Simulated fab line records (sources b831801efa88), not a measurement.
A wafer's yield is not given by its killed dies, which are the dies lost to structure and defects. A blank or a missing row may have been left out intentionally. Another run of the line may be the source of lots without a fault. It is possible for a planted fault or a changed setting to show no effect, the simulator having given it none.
fab line records | flow sky130
[record] lots = 6 wafers = 18 last_day = 50
route steps=708 shown FIELD_ISO@13 PAD_OPEN@708
lots untouched by any fault: they come from a run of this same line in which no faults occurred
start_h: start of the lot's first displayed wafer, in hours after the record's first day | wait_h: hours from the lot's prior step to this one | " identical to the entry in the row above | L1.1+2: a row that stands for several wafers | - no value present, or no start provided | * or withheld: withheld | < > ~ a bound
route shown NAME@n: names a module that has steps shown in the file, with the first one's number in the route | usual: mean and standard deviation over wafers with no fault | same: alike in all rows | chamber/n: place in a boat | sites: per-site readings | _std_site: how widely they spread, as a standard deviation | _edge_site: the outer-site mean with the inner-site mean subtracted | radius_mm: for every site, how far away it sits from the centre of the wafer | mask NAME#n: copy n | behind: tool/chamber where the wafer was last shaped | hold: what put the lot on hold/how long, in hours/how the hold closed | device: the transistor (n, p or np) that didn't switch | end of line: tests run on the same wafers once the route is complete | where a step has no rows: the recipe by itself | killed: not the wafer's yield, but the dies lost to structure and defects at the first sort | map: shows each die of a wafer: x if killed, . if not, _ if none is there
set.NAME: the setting as run; set.NAME@STEP: as run at that earlier step | model.NAME: the simulator's own value behind a step, which no gauge read
lots seen at some steps along the route; tables by step, rows by wafer
services: when a tool's chamber went out of use (start_h, in hours from the record's first day, below 0 if earlier), for how many hours, and the reason
[[steps]]
[step SKY_FIELD_ISO_DEVELOP_12]
[recipe] develop_time_s = 60 resist = KrF-thick dev_temp_c = 21
[step SKY_FIELD_ISO_CD_MEAS_13]
[recipe] target_cd_nm = 150
[usual] cd_nm = 149.8/1.6
// columns lot.wafer tool chamber start_h wait_h cd_nm
L140.1 cd_sem-02 - 34.11 - 148.9
L140.2 " - " " 150.8
L140.3 " - " " 151.4
L146.2 cd_sem-02 - 64.26 - 149.5
L146.3 " - " " 149.8
L146.4 " - " " 150.1
L148.2 cd_sem-02 - 75.83 - 149.4
L148.4 " - " " 150.2
L148.6 " - " " 151.0
L149.1 cd_sem-01 - 80.96 - 151.7
L149.2 " - " " 149.4
L149.4 " - " " 150.0
L150.1 cd_sem-01 - 88.06 - 150.4
L150.2 " - " " 150.6
L150.5 " - " " 151.1
L160.2 cd_sem-02 - 140.66 - 147.2
L160.4 " - " " 147.5
L160.5 " - " " 148.0
[step SKY_FIELD_ISO_ETCH_14]
[recipe] chemistry = N2/H2 target = BARC ion_energy_ev = 200 source_w = 500 bias_w = 100 pressure_mtorr = 30 n2_flow_sccm = 100 h2_flow_sccm = 200 stop_on = SiO2 time_s = 45.9 target_depth_a = 600
[usual] drypump_motor_current_A = 5.5/0.54 n2_flow_sccm = 100.03/0.3 oes_product_au = 0.854/0.0048 throttle_valve_pct = 13.225/0.0092
// columns lot.wafer tool chamber start_h wait_h drypump_motor_current_A n2_flow_sccm oes_product_au rf_hours_counter_h throttle_valve_pct
L140.1 rie_diel-04 1 34.23 0.1 4.8 99.69 0.849 54 13.227
L140.2 " 2 " " 4.7 99.83 0.845 109 13.219
L140.3 " 0 " " 6.3 100.28 0.849 63 13.225
L146.2 rie_diel-03 0 64.36 0.1 5.5 100.05 0.849 4 13.226
L146.3 " 1 " " 5.8 100.21 0.854 9 13.227
L146.4 " 1 " " 5.8 99.90 0.855 - 13.232
L148.2 rie_diel-02 3 75.93 0.1 5.2 100.22 0.858 92 13.217
L148.4 " 0 " " 5.9 99.61 0.858 117 13.225
L148.6 " 0 " " 5.8 99.26 0.849 - 13.232
L149.1 rie_diel-03 1 81.08 0.1 5.8 100.15 0.849 10 13.226
L149.2 " 0 " " 5.5 99.75 0.856 5 13.222
L149.4 " 0 " " 5.5 99.77 0.855 - 13.232
L150.1 rie_diel-03 1 88.18 0.1 5.8 99.93 0.854 10 13.217
L150.2 " 3 " " 4.7 100.00 0.858 4 13.227
L150.5 " 3 " " 4.7 99.87 0.855 - 13.232
L160.2 rie_diel-02 3 140.76 0.1 5.2 99.69 0.854 93 13.214
L160.4 " 2 " " 6.2 100.01 0.851 145 13.217
L160.5 " 2 " " 6.1 100.05 0.843 - 13.221
[step SKY_FIELD_ISO_ETCH_15]
[recipe] chemistry = CHF3/O2 target_depth_nm = 180 stop_on = Si source_w = 600 bias_w = 200 pressure_mtorr = 40 chf3_flow_sccm = 50 O2_flow_sccm = 5 time_s = 72
[usual] drypump_motor_current_A = 5.5/0.53 oes_product_au = 0.948/0.0061 throttle_valve_pct = 8.845/0.0097
// columns lot.wafer tool chamber start_h wait_h drypump_motor_current_A oes_product_au rf_hours_counter_h throttle_valve_pct
L140.1 rie_diel-04 1 34.27 0.0 4.8 0.947 54 8.835
L140.2 " 2 " " 4.7 0.951 109 8.849
L140.3 " 0 " " 6.3 0.963 63 8.841
L146.2 rie_diel-03 0 64.40 0.0 5.5 0.949 4 8.841
L146.3 " 1 " " 5.8 0.948 10 8.854
L146.4 " 1 " " 5.8 0.945 - 8.857
L148.2 rie_diel-02 3 75.98 0.0 5.2 0.937 92 8.838
L148.4 " 0 " " 5.8 0.960 117 8.848
L148.6 " 0 " " 5.8 0.939 - 8.833
L149.1 rie_diel-03 1 81.12 0.0 5.8 0.935 10 8.840
L149.2 " 0 " " 5.5 0.949 5 8.856
L149.4 " 0 " " 5.5 0.945 - 8.859
L150.1 rie_diel-03 1 88.22 0.0 5.8 0.948 10 8.863
L150.2 " 3 " " 4.7 0.941 4 8.836
L150.5 " 3 " " 4.7 0.937 - 8.841
L160.2 rie_diel-02 3 140.80 0.0 5.2 0.950 93 8.851
L160.4 " 2 " " 6.2 0.953 145 8.839
L160.5 " 2 " " 6.2 0.950 - 8.844
[step SKY_FIELD_ISO_STRIP_16]
[recipe] chemistry = O2/N2 power_w = 1400 pressure_mtorr = 1500 platen_temp_c = withheld o2_flow_sccm = 3000 n2_flow_sccm = 300 overash_fraction = 0.5
[usual] drypump_motor_current_A = 5.8/0.43 n2_flow_sccm = 300.1/0.87 oes_product_au = 0.378/0.0049 strip_time_to_endpoint_s = 3.55/0.037
[same] overash_fraction = 0.5
// columns lot.wafer tool chamber start_h wait_h drypump_motor_current_A n2_flow_sccm oes_product_au rf_hours_counter_h strip_time_to_endpoint_s
L140.1 plasma_asher-03 0 34.33 0.0 5.4 301.8 0.369 34 3.62
L140.2 " 1 " " 6.4 299.9 0.382 34 3.54
L140.3 " 1 " " 6.4 300.9 0.380 - 3.61
L146.2 plasma_asher-03 1 64.46 0.0 6.4 299.2 0.375 38 3.57
L146.3 " 1 " " 6.4 298.9 0.375 - 3.55
L146.4 " 0 " " 5.4 300.1 0.377 - 3.54
L148.2 plasma_asher-03 1 76.03 0.0 6.5 299.7 0.387 40 3.60
L148.4 " 0 " " 5.4 301.9 0.382 - 3.53
L148.6 " 1 " " 6.5 299.9 0.379 - 3.53
L149.1 plasma_asher-04 0 81.18 0.0 5.6 299.8 0.376 42 3.54
L149.2 " 1 " " 6.0 299.7 0.365 42 3.53
L149.4 " 1 " " 6.0 299.2 0.379 - 3.53
L150.1 plasma_asher-03 1 88.28 0.0 6.4 300.1 0.372 41 3.53
L150.2 " 0 " " 5.4 298.1 0.379 41 3.51
L150.5 " 1 " " 6.4 301.0 0.387 - 3.50
L160.2 plasma_asher-03 1 140.86 0.0 6.5 299.2 0.384 2 3.60
L160.4 " 0 " " 5.4 299.7 0.377 - 3.56
L160.5 " 1 " " 6.4 300.5 0.380 - 3.55
[step SKY_FIELD_ISO_ETCH_17]
[recipe] target_depth_a = 3420 mask_material = Si3N4 chemistry = HBr/Cl2/O2 target = Si taper_deg = 5 icp_w = 600 bias_w = 150 pressure_mtorr = 15 HBr_flow_sccm = 150 Cl2_flow_sccm = 40 O2_flow_sccm = 6 time_s = 97.7
[usual] drypump_motor_current_A = 5.4/0.49 oes_product_au = 1.000/0.0084 throttle_valve_pct = 25.657/0.012
// columns lot.wafer tool chamber start_h wait_h drypump_motor_current_A oes_product_au rf_hours_counter_h throttle_valve_pct
L140.1 rie_si-01 2 34.43 0.1 5.6 0.994 37 25.649
L140.2 " 1 " " 6.0 0.999 62 25.651
L140.3 " 0 " " 4.9 1.002 142 25.677
L146.2 rie_si-01 0 64.56 0.1 4.9 0.994 142 25.679
L146.3 " 2 " " 5.6 1.006 37 25.655
L146.4 " 3 " " 5.4 1.008 0 25.670
L148.2 rie_si-02 0 76.13 0.1 5.4 1.003 73 25.651
L148.4 " 1 " " 5.0 1.011 27 25.675
L148.6 " 0 " " 5.4 0.995 - 25.641
L149.1 rie_si-02 3 81.28 0.1 6.1 0.990 22 25.663
L149.2 " 1 " " 5.0 1.014 27 25.641
L149.4 " 2 " " 4.7 0.992 8 25.656
L150.1 rie_si-01 3 88.38 0.1 5.4 0.998 1 25.648
L150.2 " 2 " " 5.6 0.996 37 25.665
L150.5 " 1 " " 6.0 0.998 - 25.647
L160.2 rie_si-02 2 140.96 0.1 4.7 0.990 8 25.660
L160.4 " 3 " " 6.1 0.997 22 25.666
L160.5 " 1 " " 5.0 1.027 - 25.633
[step SKY_FIELD_ISO_WET_ETCH_18]
[recipe] chemistry = H3PO4 target_depth_nm = 25 temp_c = 160 target = Si3N4 time_s = 286
[step SKY_FIELD_ISO_CLEAN_19]
[recipe] chemistry = SC1/SC2 mix = 1:4:20 temp_c = 70 time_s = 150
[step SKY_FIELD_ISO_CLEAN_20]
[recipe] chemistry = dHF time_s = 20 dilution = 100:1
[step SKY_FIELD_ISO_WET_ETCH_21]
[recipe] chemistry = dHF dilution = 100:1 target_depth_nm = 20 dry = ipa_marangoni target = SiO2 temp_c = 25 time_s = 400
[step SKY_FIELD_ISO_OXIDATION_22]
[recipe] temp_c = 950 ambient = O2 stabilise_s = 600 purge_s = 300 target_thk_a = 100 ox_time_s = 623
[step SKY_FIELD_ISO_THK_MEAS_23]
[recipe] reads = SiO2_of_FIELD_ISO_OXIDATION_22
[usual] FIELD_ISO_OXIDATION_01_THK = 9.94/0.19
// columns lot.wafer tool chamber start_h wait_h FIELD_ISO_OXIDATION_01_THK[nm]
L140.1 film_metro-04 - 36.95 0.0 10.15
L140.2 " - " " 9.92
L140.3 " - " " 10.12
L146.2 film_metro-03 - 68.87 0.0 9.87
L146.3 " - " " 9.88
L146.4 " - " " 9.82
L148.2 film_metro-04 - 81.59 0.0 9.74
L148.4 " - " " 9.96
L148.6 " - " " 10.14
L149.1 film_metro-01 - 84.10 0.0 9.81
L149.2 " - " " 9.90
L149.4 " - " " 9.79
L150.1 film_metro-03 - 91.13 0.0 9.77
L150.2 " - " " 9.80
L150.5 " - " " 9.92
L160.2 film_metro-04 - 150.37 0.0 9.96
L160.4 " - " " 10.15
L160.5 " - " " 9.93
[step SKY_FIELD_ISO_CVD_24]
[recipe] material = SiO2 target_thk_nm = 595 temp_c = 650 sigma_open_frac = 0.3 time_s = 99.2 sih4_flow_sccm = 60 pressure_mtorr = 6
// columns lot.wafer tool chamber start_h wait_h model.SiO2_of_FIELD_ISO_CVD_24.thk_nm
L140.1 hdpcvd-02 2 37.01 0.1 594
L140.2 " 0 " " 584.7
L140.3 " 1 " " 589.2
L146.2 hdpcvd-01 2 68.92 0.0 602
L146.3 " 0 " " 596.9
L146.4 " 0 " " 596.4
L148.2 hdpcvd-01 1 81.64 0.0 602.9
L148.4 " 1 " " 600.3
L148.6 " 0 " " 601
L149.1 hdpcvd-02 2 84.16 0.1 355
L149.2 " 1 " " 355.5
L149.4 " 1 " " 360.3
L150.1 hdpcvd-02 0 91.19 0.1 368.1
L150.2 " 1 " " 353.6
L150.5 " 1 " " 348.5
L160.2 hdpcvd-01 2 150.42 0.0 604.2
L160.4 " 2 " " 595.8
L160.5 " 0 " " 596.7
[step SKY_FIELD_ISO_THK_MEAS_25]
[recipe] reads = SiO2_of_FIELD_ISO_CVD_24
[usual] FIELD_ISO_CVD_24_THK = 595/6.4
// columns lot.wafer tool chamber start_h wait_h FIELD_ISO_CVD_24_THK[nm]
L140.1 film_metro-03 - 37.08 0.0 594
L140.2 " - " " 584
L140.3 " - " " 589
L146.2 film_metro-01 - 69.00 0.0 602
L146.3 " - " " 597
L146.4 " - " " 596
L148.2 film_metro-03 - 81.72 0.0 603
L148.4 " - " " 601
L148.6 " - " " 601
L149.1 film_metro-03 - 84.23 0.0 355
L149.2 " - " " 356
L149.4 " - " " 361
L150.1 film_metro-04 - 91.26 0.0 368
L150.2 " - " " 353
L150.5 " - " " 348
L160.2 film_metro-04 - 150.50 0.0 604
L160.4 " - " " 595
L160.5 " - " " 597
[step SKY_FIELD_ISO_ANNEAL_26]
[recipe] temp_c = 1000 time_s = 1800 ambient = N2
[step SKY_FIELD_ISO_CMP_27]
[recipe] stop_on = Si3N4 t_overpolish_s = 16 down_force_psi = 4 platen_rpm = 60 target_thk_nm = 457.8 pad_velocity_m_s = 0.94248
[usual] motor_current_A = 11.3/1.1 retaining_ring_pressure_frac = 1.000/0.0046 time_to_endpoint_s = 113/5.4
// columns lot.wafer tool chamber start_h wait_h motor_current_A retaining_ring_pressure_frac time_to_endpoint_s
L140.3 cmp-01 1 39.88 0.1 10.0 1.005 111
L140.1 " 3 " " 11.9 0.991 113
L140.2 " 0 " " 11.2 1.004 113
L146.4 cmp-01 0 74.82 0.0 12.1 0.994 111
L146.3 " 1 " " 9.5 0.998 111
L146.2 " 3 " " 11.0 0.998 113
L148.4 cmp-01 2 85.60 0.0 11.8 0.998 119
L148.2 " 1 " " 9.4 1.004 108
L148.6 " 2 " " 12.0 1.003 120
L149.2 cmp-02 3 87.10 0.0 11.7 1.005 67
L149.4 " 1 " " 11.4 1.004 65
L149.1 " 2 " " 9.9 0.998 69
L150.2 cmp-01 1 93.23 0.1 9.3 1.003 62
L150.1 " 2 " " 11.8 1.001 76
L150.5 " 3 " " 11.0 1.000 65
L160.4 cmp-01 3 160.51 0.1 11.1 0.993 107
L160.2 " 0 " " 11.4 1.004 116
L160.5 " 3 " " 11.2 0.999 111
[step SKY_FIELD_ISO_WET_ETCH_28]
[recipe] chemistry = dHF target_depth_nm = 23.7 target = SiO2 dilution = 10:1 temp_c = 25 time_s = 47
[step SKY_FIELD_ISO_WET_ETCH_29]
[recipe] chemistry = H3PO4 target_depth_nm = 160 target = Si3N4 temp_c = 160 time_s = 1825
[step SKY_FIELD_ISO_WET_ETCH_30]
[recipe] chemistry = dHF target_depth_nm = 25 target = SiO2 dilution = 10:1 temp_c = 25 time_s = 50
// columns lot.wafer tool chamber start_h wait_h model.SiO2_of_FIELD_ISO_CVD_24.thk_nm
L140.1 wet_bench-01 1 40.72 0.0 405.5
L140.2 " 1 " " 406.3
L140.3 " 1 " " 404.7
L146.2 wet_bench-02 3 75.66 0.0 404.5
L146.3 " 3 " " 404.2
L146.4 " 3 " " 403.9
L148.2 wet_bench-01 2 86.48 0.0 404
L148.4 " 2 " " 404.9
L148.6 " 2 " " 405.8
L149.1 wet_bench-02 2 87.98 0.0 302.5
L149.2 " 2 " " 303.1
L149.4 " 2 " " 307.9
L150.1 wet_bench-04 1 94.02 0.0 314.7
L150.2 " 1 " " 300.4
L150.5 " 1 " " 295.1
L160.2 wet_bench-04 1 161.29 0.0 405.1
L160.4 " 1 " " 404.2
L160.5 " 1 " " 403.8
[step SKY_PAD_OPEN_PROBE_99]
[usual] killed_at_M0_to_M3 = 43/6.6 killed_at_M4_up = 3.1/1.6 killed_at_contacts = 23/5.6 killed_at_front_end = 15/4.2 killed_at_other = 0.2/0.43 killed_dies = 85/9.3 killed_on_rim = 17/3.6 killed_open = 46/6.6 killed_short = 39/6.2
[same] gross_dies = 492 killed_at_back_side = 0
// columns lot.wafer tool chamber start_h wait_h killed_at_M0_to_M3 killed_at_M4_up killed_at_contacts killed_at_front_end killed_at_other killed_dies killed_on_rim killed_open killed_short
L149.1 prober-02 - 1131.02 0.1 47 2 20 423 0 492 96 50 27
L149.2 prober-02 - 1131.07 0.1 53 2 22 415 0 492 96 47 46
L149.4 prober-02 - 1131.17 0.2 47 5 27 413 0 492 96 42 48
L150.1 prober-02 - 1132.96 0.1 53 2 20 416 1 492 96 41 47
L150.2 prober-02 - 1133.01 0.1 41 6 21 423 1 492 96 41 38
L150.5 prober-02 - 1133.16 0.2 38 2 21 431 0 492 96 39 39
// killed by level:class
L149.1 FIELD_ISO:area_cvd=415 VIA1:geometric_particle:open=11 CONTACT:geometric_particle:open=9 LI_CONTACT:geometric_particle:open=8 METAL1:geometric_particle:short=8 VIA3:geometric_particle:open=8 METAL2:geometric_particle:short=6 VIA2:geometric_particle:open=5
L149.2 FIELD_ISO:area_cvd=399 VIA1:geometric_particle:open=9 CONTACT:geometric_particle:open=9 POLY_GATE:geometric_particle:short=7 VIA1:geometric_particle:short=7 METAL2:geometric_particle:short=7 VIA3:geometric_particle:open=7 LI_CONTACT:geometric_particle:open=6
L149.4 FIELD_ISO:area_cvd=402 LOCAL_INTERCONNECT:geometric_particle:short=9 VIA1:geometric_particle:open=8 VIA2:geometric_particle:short=7 LI_CONTACT:geometric_particle:open=6 CONTACT:geometric_particle:open=6 VIA3:geometric_particle:open=6 VIA2:geometric_particle:open=6
L150.1 FIELD_ISO:area_cvd=404 VIA2:geometric_particle:open=9 VIA1:geometric_particle:short=8 METAL2:geometric_particle:short=8 VIA1:geometric_particle:open=8 VIA3:geometric_particle:open=7 LOCAL_INTERCONNECT:geometric_particle:short=7 POLY_GATE:geometric_particle:short=5
L150.2 FIELD_ISO:area_cvd=413 CONTACT:geometric_particle:open=8 VIA1:geometric_particle:open=6 VIA3:geometric_particle:open=6 VIA2:geometric_particle:open=5 METAL4:geometric_particle:short=5 METAL2:geometric_particle:short=4 LOCAL_INTERCONNECT:geometric_particle:open=4
L150.5 FIELD_ISO:area_cvd=414 CONTACT:geometric_particle:open=12 VIA2:geometric_particle:open=8 VIA1:geometric_particle:open=5 CONTACT:geometric_particle:short=5 METAL2:geometric_particle:short=5 FIELD_ISO:geometric_particle:open=4 FIELD_ISO:geometric_particle:short=4
// map L149.1 (x killed, . not)
__________xxxxxxxxxx_________
________xxxxxxxxxxxxxx_______
______xxxxxxxxxxxxxxxxxx_____
_____xxxxxxxxxxxxxxxxxxxx____
____xxxxxxxxxxxxxxxxxxxxxx___
___xxxxxxxxxxxxxxxxxxxxxxxx__
__xxxxxxxxxxxxxxxxxxxxxxxxxx_
_xxxxxxxxxxxxxxxxxxxxxxxxxxxx
_xxxxxxxxxxxxxxxxxxxxxxxxxxxx
_xxxxxxxxxxxxxxxxxxxxxxxxxxxx
_xxxxxxxxxxxxxxxxxxxxxxxxxxxx
_xxxxxxxxxxxxxxxxxxxxxxxxxxxx
_xxxxxxxxxxxxxxxxxxxxxxxxxxxx
_xxxxxxxxxxxxxxxxxxxxxxxxxxxx
_xxxxxxxxxxxxxxxxxxxxxxxxxxxx
__xxxxxxxxxxxxxxxxxxxxxxxxxx_
___xxxxxxxxxxxxxxxxxxxxxxxx__
____xxxxxxxxxxxxxxxxxxxxxx___
_____xxxxxxxxxxxxxxxxxxxx____
______xxxxxxxxxxxxxxxxxx_____
________xxxxxxxxxxxxxx_______
__________xxxxxxxxxx_________
// map L150.1 (x killed, . not)
__________xxxxxxxxxx_________
________xxxxxxxxxxxxxx_______
______xxxxxxxxxxxxxxxxxx_____
_____xxxxxxxxxxxxxxxxxxxx____
____xxxxxxxxxxxxxxxxxxxxxx___
___xxxxxxxxxxxxxxxxxxxxxxxx__
__xxxxxxxxxxxxxxxxxxxxxxxxxx_
_xxxxxxxxxxxxxxxxxxxxxxxxxxxx
_xxxxxxxxxxxxxxxxxxxxxxxxxxxx
_xxxxxxxxxxxxxxxxxxxxxxxxxxxx
_xxxxxxxxxxxxxxxxxxxxxxxxxxxx
_xxxxxxxxxxxxxxxxxxxxxxxxxxxx
_xxxxxxxxxxxxxxxxxxxxxxxxxxxx
_xxxxxxxxxxxxxxxxxxxxxxxxxxxx
_xxxxxxxxxxxxxxxxxxxxxxxxxxxx
__xxxxxxxxxxxxxxxxxxxxxxxxxx_
___xxxxxxxxxxxxxxxxxxxxxxxx__
____xxxxxxxxxxxxxxxxxxxxxx___
_____xxxxxxxxxxxxxxxxxxxx____
______xxxxxxxxxxxxxxxxxx_____
________xxxxxxxxxxxxxx_______
__________xxxxxxxxxx_________
[[services]]
// columns tool chamber start_h hours kind
wet_bench-01 - 17.20 1.5 repair
cmp-02 - 29.13 10.2 repair
hdpcvd-02 0 30.20 5.6 repair
rie_diel-02 - 34.03 2.8 pm
rie_diel-03 2 36.09 115.2 repair
rie_diel-04 - 55.39 44.3 repair
rie_diel-02 - 59.60 14.6 pm
cmp-01 - 64.00 4.0 pm
cmp-01 - 64.68 1.9 repair
hdpcvd-02 - 66.75 15.0 pm
cmp-01 - 68.00 3.3 pm
rie_diel-03 - 68.22 0.3 repair
rie_diel-04 2 68.48 8.8 repair
rie_diel-03 1 68.69 5.8 repair
hdpcvd-02 2 73.05 4.3 repair
rie_diel-04 3 91.65 1.6 repair
plasma_asher-03 - 108.75 9.0 pm
rie_diel-02 0 114.04 5.6 repair
wet_bench-01 - 114.54 1.9 pm
hdpcvd-01 1 131.02 12.7 repair
rie_si-01 - 131.55 0.5 repair
hdpcvd-02 0 138.42 3.0 repair
rie_diel-03 0 147.29 2.8 repair
hdpcvd-02 - 147.34 14.6 pm
[[key]]
[first_sign] step = SKY_FIELD_ISO_THK_MEAS_25 reading = FIELD_ISO_CVD_24_THK direction = down sigmas = 37 usual = 595 struck = 357
[effect] step = SKY_FIELD_ISO_CMP_27 reading = time_to_endpoint_s direction = down sigmas = 8.5 usual = * struck = *
[effect] step = SKY_PAD_OPEN_PROBE_99 reading = killed_at_front_end direction = up sigmas = 96 usual = 15 struck = 420
[model_effect] step = SKY_FIELD_ISO_CVD_24 value = SiO2_of_FIELD_ISO_CVD_24.thk_nm without = 596.9 struck = 356.9
[model_effect] step = SKY_FIELD_ISO_WET_ETCH_30 value = SiO2_of_FIELD_ISO_CVD_24.thk_nm without = 405 struck = 304
[more_kills_born_at] SKY_FIELD_ISO_CVD_24@hdpcvd-02 = 2447
met_at SKY_FIELD_ISO_CVD_24
struck_wafers L149.1,L149.2,L149.4,L150.1,L150.2,L150.5
later_rows_left_out L149.1,L149.2,L149.4,L150.1,L150.2,L150.5
tester_left_out L149,L150
onset_between 37.01 84.16
also_fits SKY_FIELD_ISO_ETCH_14:rie_diel-03,SKY_FIELD_ISO_ETCH_15:rie_diel-03
[fault] kind = process_parameter_drift tool = hdpcvd-02 chamber = - onset_h = 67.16 steps = SKY_FIELD_ISO_CVD_24 channel = target_thk_nm offset = -240.1 shape = step end_h = 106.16 acts_in = these_recipes_only stated = 595
// tester_left_out: of these lots the tester's yield and bins aren't shown, on N5 and GAA mostly nor the transistor test; their killed dies are dies lost to structure and defects alone, not to doping, threshold or leakage, so they don't give the yield
// later_rows_left_out: the simulator's readings of these wafers behind a module that went badly wrong aren't trusted and aren't shown, but for the sort
